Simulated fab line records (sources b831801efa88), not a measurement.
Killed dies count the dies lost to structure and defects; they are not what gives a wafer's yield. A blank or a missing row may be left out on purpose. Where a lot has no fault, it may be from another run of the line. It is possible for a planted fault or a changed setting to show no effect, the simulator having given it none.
Which tool is to blame? | flow gf180mcu | Sampling: 14 lots, 42 wafers, 3 of 602 route steps

== WHAT THE GAUGES READ, wafer by wafer ==
GF_HV_LDD_CD_MEAS_19: target cd 400 nm.
lot  | measured     | on       | cdNm (nm)
L534 | day 10 20:53 | cdSem-01 | 404.2 402.0 403.4
L535 | day 11 06:52 | cdSem-01 | 398.4 397.4 395.0
L536 | day 11 14:28 | cdSem-02 | 400.5 401.9 401.2
L538 | day 12 08:52 | cdSem-02 | 399.5 399.0 399.0
L539 | day 12 21:25 | cdSem-01 | 401.4 400.5 401.3
L540 | day 13 03:52 | cdSem-01 | 398.2 397.8 397.3
L541 | day 13 19:19 | cdSem-02 | 400.3 400.2 402.1
L543 | day 13 23:37 | cdSem-02 | 399.8 400.2 400.0
L544 | day 14 08:14 | cdSem-01 | 400.8 399.1 398.2
L546 | day 14 16:52 | cdSem-01 | 397.1 399.5 399.0
L547 | day 15 05:22 | cdSem-01 | 397.8 399.2 399.8
L553 | day 17 06:22 | cdSem-01 | 404.1 401.3 400.4
L555 | day 17 10:31 | cdSem-02 | 400.5 401.0 398.7
L557 | day 18 08:11 | cdSem-01 | 400.7 399.0 399.5

GF_HV_LDD_OVL_MEAS_20.
lot  | measured     | on         | HV_LDD_01_OVL (nm)
L534 | day 10 21:00 | overlay-01 | -3.8 -2.1 -1.3
L535 | day 11 06:59 | overlay-01 | 0.1 -0.6 -0.7
L536 | day 11 14:35 | overlay-02 | 1.2 0.8 -0.7
L538 | day 12 08:59 | overlay-01 | 1.5 -0.7 2.0
L539 | day 12 21:32 | overlay-01 | -1.1 -1.0 -0.8
L540 | day 13 03:59 | overlay-02 | 0.4 0.0 1.1
L541 | day 13 19:26 | overlay-02 | -2.3 -1.0 -1.7
L543 | day 13 23:44 | overlay-02 | 1.0 -0.2 0.9
L544 | day 14 08:21 | overlay-02 | 2.0 0.1 1.8
L546 | day 14 16:59 | overlay-02 | -2.0 -1.9 -1.5
L547 | day 15 05:27 | overlay-01 | -0.5 0.0 1.0
L553 | day 17 06:29 | overlay-02 | -0.7 -3.3 -0.5
L555 | day 17 10:38 | overlay-01 | -1.4 0.7 -1.0
L557 | day 18 08:17 | overlay-01 | 0.4 0.6 0.2

GF_HV_LDD_OVL_MEAS_32.
lot  | measured     | on         | HV_LDD_02_OVL (nm)
L534 | day 11 15:47 | overlay-01 | -1.0 0.9 0.2
L535 | day 12 01:35 | overlay-01 | -2.4 -3.8 -1.6
L536 | day 12 10:47 | overlay-01 | -1.7 -0.8 -0.9
L538 | day 13 04:56 | overlay-02 | -1.6 -1.8 -1.7
L539 | day 13 18:59 | overlay-01 | 0.6 0.3 1.0
L540 | day 14 00:56 | overlay-01 | -2.4 -3.0 0.2
L541 | day 14 15:50 | overlay-02 | 0.4 -2.1 -3.0
L543 | day 14 20:53 | overlay-02 | -3.8 -1.6 -1.8
L544 | day 15 06:50 | overlay-02 | -3.1 -1.5 -3.3
L546 | day 15 15:14 | overlay-01 | -4.3 -1.8 -3.0
L547 | day 16 03:27 | overlay-01 | -1.3 -1.2 -0.9
L553 | day 18 07:05 | overlay-01 | -0.9 -1.2 -0.8
L555 | day 18 10:17 | overlay-01 | -0.1 0.5 -0.2
L557 | day 19 09:56 | overlay-01 | -0.1 -1.6 -0.7

== EACH LOT AND THE TOOL THAT RAN IT (in order: tool; ch and the chambers of the sampled wafers; start) ==
There is no process step in the record ahead of these readings.

== WHAT THE TOOLS THEMSELVES READ (means of the sampled wafers that have a number; where no wafer has one, the mark that the record gives instead) ==
The record holds no such reading with a usual standard deviation.

== THE ANSWER, worked out from the rows above alone ==
Rule: what is usual is taken from the lots themselves. The widest of any qualifying gaps counts: lots, ordered by their means at a reading, are off when they make up no more than a third of the lots, leave a main group of 4 or more, and stand apart from it by 3 or more times the standard deviation of that group's means. Not used: any main group whose means are identical at the precision the tables above print for the reading. A lot without any number at a reading at which 4 lots or more have one is off too. The other lots that the step has rows for count as sound. First the gauges in route order, then the tools' own readings, where a lot's mean is used as printed above. The first step at which some lot is off is used, and at that step the reading that is off furthest; a lot without a number counts as furthest.
Nothing can be told from this: no lot is off at any reading shown.

== WHAT WAS PUT IN BY THE SIMULATOR ==
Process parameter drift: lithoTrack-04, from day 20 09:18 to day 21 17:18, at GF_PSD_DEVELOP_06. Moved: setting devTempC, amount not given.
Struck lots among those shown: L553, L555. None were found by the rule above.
